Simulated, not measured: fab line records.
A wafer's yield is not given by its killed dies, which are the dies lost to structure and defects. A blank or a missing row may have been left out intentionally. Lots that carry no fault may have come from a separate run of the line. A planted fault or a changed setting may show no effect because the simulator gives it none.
Problem report in the 8D (eight disciplines) form, filled by code + flow sky130 + the parts of the form that need people (team, actions taken, sign-off) are left out

1. THE PROBLEM
cathode dc power W at SKY_VIA1_SPUTTER_20 reads a mean of 3449.8 W on 2 wafers of 2 lots; wafers without a fault read 4000.0 W with a standard deviation of 0.6. That is -99 or more standard deviations from the usual mean.
The step: material TiN, target thk 20 nm, time 80 s.
The first sign was on wafer L497.5 at day 38 02:36, on pvd sputter-03. Wafers with a number at this step in the record: 18, from 6 lots. Rule for "out" (also "out of limits"): further than 4 standard deviations from the usual mean. The other wafers with a number count as sound.

2. WHAT THIS IS AND IS NOT
| question                    | is                 | is not                                                                         |
|-----------------------------|--------------------|--------------------------------------------------------------------------------|
| which readings at this step | cathode dc power W | throttle valve pct                                                             |
| which lots                  | L497, L501         | L486, L488, L508, L509                                                         |
| which wafers of those lots  | L497.5, L501.5     | L497.3, L497.4, L501.3, L501.4                                                 |
| read on which tools         | pvd sputter-03     | pvd sputter-02, pvd sputter-04                                                 |
| when                        | from day 38 02:36  | up to then (8 sound wafers); but 8 sound wafers of L501, L508, L509 came after |

3. THE SUSPECTS, EACH WITH WHAT RULES IT OUT
Counting: any tool at a process step up to the reading remains a suspect provided it ran every lot that is out. Sound lots after the first of them don't rule it out here, since some wafers of a struck lot are sound.
- pvd sputter-03 at SKY_VIA1_SPUTTER_20 (material TiN, target thk 20 nm, time 80 s): kept. It ran every lot that is out, first L497 (day 38 02:36); its last sound lot up to then is L486 (day 33 23:44). Out on those wafers are its own readings of cathode dc power W.
The count leaves pvd sputter-03 at SKY_VIA1_SPUTTER_20.

4. THE CAUSE (what the simulator had put in)
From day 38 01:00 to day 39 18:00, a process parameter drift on pvd sputter-03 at SKY_VIA1_SPUTTER_20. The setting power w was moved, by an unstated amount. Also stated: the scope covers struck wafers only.
Only this tool survived the counting.

5. THE EFFECT CHAIN, in route order
Each row: a reading where the mean over the struck wafers with a number is more than 3 standard deviations away from the usual. Only readings whose record carries a usual standard deviation are examined. hours: median over the lots of the time between each lot's start at the first step of this table that gives one and its start at this step. sigmas: the change, counted in usual standard deviations.
| hours | step                | reading            | usual    | on struck wafers | change | sigmas      |
|-------|---------------------|--------------------|----------|------------------|--------|-------------|
| 0     | SKY_VIA1_SPUTTER_20 | cathode dc power W | 4000.0 W | 3449.8           | -550.2 | -99 or more |
Its process steps:
- SKY_VIA1_SPUTTER_20: material TiN, target thk 20 nm, time 80 s.

6. HOW IT WOULD HAVE BEEN CAUGHT EARLIER
In this record no reading fell out of limits until day 38 02:36, 2 hours after the fault had begun at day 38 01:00.
